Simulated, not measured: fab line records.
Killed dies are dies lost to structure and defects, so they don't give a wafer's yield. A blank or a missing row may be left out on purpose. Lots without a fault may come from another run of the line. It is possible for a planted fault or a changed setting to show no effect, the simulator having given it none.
Comparing a struck lot with a sound one ; flow sky130 ; 15 out of 708 route steps
Sound: wafers L865.3, L865.4, L865.6. Struck: wafers L866.1, L866.2, L866.5. The cause is given at the end.
Each step with rows lists, per side, the tool, then ch with its chambers, then its first start. Under that, the readings that differ: sound wafers ; struck wafers ; difference of the means ; sigmas: that difference in standard deviations of wafers without a fault.
alike: readings with means less than 2 such deviations apart, plus words and numbers identical on both sides. not compared: withheld readings, readings lacking a value on some wafer, bounds such as >300 that could conceal the same value, and numbers that have no deviation in the record and whose values overlap.
The two part at a step that has a row with sigmas, a row that says differs or no value, or rows on one side only. When numbers do not overlap yet have no deviation, they are printed without sigmas and do not part them. A reading that every wafer of one side lacks parts them only if that side has two wafers or more.

first, 4 steps without rows for these wafers: SKY_FIELD_ISO_SOFTBAKE_09 (time 90 s); SKY_FIELD_ISO_EXPOSE_10 (exposes mask FOM, target cd 150 nm); SKY_FIELD_ISO_PEB_11; SKY_FIELD_ISO_DEVELOP_12 (develop time 60 s).
SKY_FIELD_ISO_CD_MEAS_13: the cd target is 150 nm.
  struck on cdSem-02, day 2 14:58; sound on cdSem-02, day 2 10:13
  alike: cdNm
SKY_FIELD_ISO_ETCH_14: etches BARC in N2/H2, stops on SiO2, time 45.9 s, target depth 60 nm.
  sound on rieDiel-02 ch 1,2, day 2 10:17; struck on rieDiel-01 ch 0,2,3, day 2 15:05
  alike: biasW, chamberPressureMTorr, drypumpMotorCurrentA, oesProductAu, throttleValvePct
  not compared: rfHoursCounterH
SKY_FIELD_ISO_ETCH_15: etches the open film in CHF3/O2, stops on Si, target depth 180 nm, time 72 s.
  sound on rieDiel-02 ch 1,2, day 2 10:20; struck on rieDiel-01 ch 0,2,3, day 2 15:08
  alike: O2_flow_sccm, biasW, drypumpMotorCurrentA, oesProductAu, throttleValvePct
  not compared: rfHoursCounterH
SKY_FIELD_ISO_STRIP_16: strips in O2/N2.
  sound on plasmaAsher-01 ch 0,1, day 2 10:25; struck on plasmaAsher-01 ch 0,1, day 2 15:11
  alike: drypumpMotorCurrentA, o2FlowSccm, oesProductAu, stripTimeToEndpointS
  not compared: rfHoursCounterH
SKY_FIELD_ISO_ETCH_17: etches Si in HBr/Cl2/O2, target depth 342 nm, time 97.7 s.
  sound on rieSi-01 ch 2,3, day 2 10:29; struck on rieSi-02 ch 0,1, day 2 15:17
  alike: HBr_flow_sccm, O2_flow_sccm, biasW, drypumpMotorCurrentA, oesProductAu, throttleValvePct
  not compared: rfHoursCounterH
then, 3 steps without rows for these wafers: SKY_FIELD_ISO_WET_ETCH_18 (etches Si3N4 in H3PO4, target depth 25 nm, time 286 s); SKY_FIELD_ISO_CLEAN_19 (cleans in SC1/SC2, time 150 s); SKY_FIELD_ISO_CLEAN_20 (cleans in dHF, time 20 s).
SKY_FIELD_ISO_WET_ETCH_21: etches SiO2 in dHF, target depth 20 nm, time 400 s.
  sound on wetBench-02 ch 3, day 2 10:43; struck on wetBench-04 ch 3, day 2 15:31
  no value came back on the struck wafers for bathHeatDutyPct (%), runLengthS (s); on the sound wafers bathHeatDutyPct (%) reads 7.0 6.3 5.4
then, 1 step without rows for these wafers: SKY_FIELD_ISO_OXIDATION_22 (stabilise 600 s, purge 300 s, target thk 10 nm).
-- a jump in the record: the struck wafers' starts before and after are 43 days apart (it breaks off in module FIELD_ISO and resumes in module PAD_OPEN, where the first step shown is number 708 of the route) --
SKY_PAD_OPEN_PROBE_99:
  the record has rows for the struck wafers here (prober-02, day 45 16:02) and none for the sound ones

== WHERE THEY PART ==
Last at SKY_PAD_OPEN_PROBE_99 as far as this record goes, first at SKY_FIELD_ISO_WET_ETCH_21.

WHY: whatever the simulator had introduced
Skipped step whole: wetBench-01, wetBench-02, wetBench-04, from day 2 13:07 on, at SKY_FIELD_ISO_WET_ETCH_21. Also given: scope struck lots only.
